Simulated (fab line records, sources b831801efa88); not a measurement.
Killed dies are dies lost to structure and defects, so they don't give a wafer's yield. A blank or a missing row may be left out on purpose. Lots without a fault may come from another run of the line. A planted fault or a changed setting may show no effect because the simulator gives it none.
Which tool did it? | flow sky130 | 7 lots, 19 wafers sampled, at 2 steps of a route of 708

WHAT THE GAUGES READ, wafer by wafer
SKY_RES_XHIGH_TW_MEAS_09.
lot  | measured     | on            | RES_XHIGH_TW
L320 | day 28 07:22 | film_metro-02 | 1615 1632 1627
L323 | day 31 22:30 | film_metro-04 | 1636 1639 1631
L332 | day 32 09:16 | film_metro-04 | 1635 1641
L334 | day 32 10:49 | film_metro-04 | 1634 1631
L336 | day 32 14:29 | film_metro-04 | 1633 1640 1640
L338 | day 33 01:22 | film_metro-03 | 1641 1643 1639
L341 | day 34 01:35 | film_metro-02 | 1632 1634 1639

WHICH TOOL RAN EACH LOT (tool, then ch and the chambers of the sampled wafers, then the start)
lot  | SKY_SD_P_STRIP_10
L320 | plasma_asher-03 ch 0,1, day 27 03:13
L323 | plasma_asher-02 ch 0,1, day 30 18:24
L332 | plasma_asher-03 ch 0, day 31 05:45
L334 | plasma_asher-03 ch 0,1, day 31 07:27
L336 | plasma_asher-02 ch 0,1, day 31 11:22
L338 | plasma_asher-02 ch 0,1, day 31 22:27
L341 | plasma_asher-02 ch 0,1, day 32 22:35
- SKY_SD_P_STRIP_10: strips in O2/N2.

THE ANSWER, worked out from the rows above alone
Rule: what is usual is taken from the lots themselves. Put in order of their means at a reading, lots are off if they are a third of the lots or fewer, leave a main group of 4 or more, and stand apart from it by a gap of 3 or more times the standard deviation of the main group's means; of several such gaps the widest counts. A main group whose means are all the same, to the digits that the tables above print for the reading, isn't used. A lot without any number at a reading at which 4 lots or more have one is off too. The other lots that the step has rows for count as sound.
No lot is off at any reading shown: from this, nothing can be told.

WHAT THE SIMULATOR HAD PUT IN
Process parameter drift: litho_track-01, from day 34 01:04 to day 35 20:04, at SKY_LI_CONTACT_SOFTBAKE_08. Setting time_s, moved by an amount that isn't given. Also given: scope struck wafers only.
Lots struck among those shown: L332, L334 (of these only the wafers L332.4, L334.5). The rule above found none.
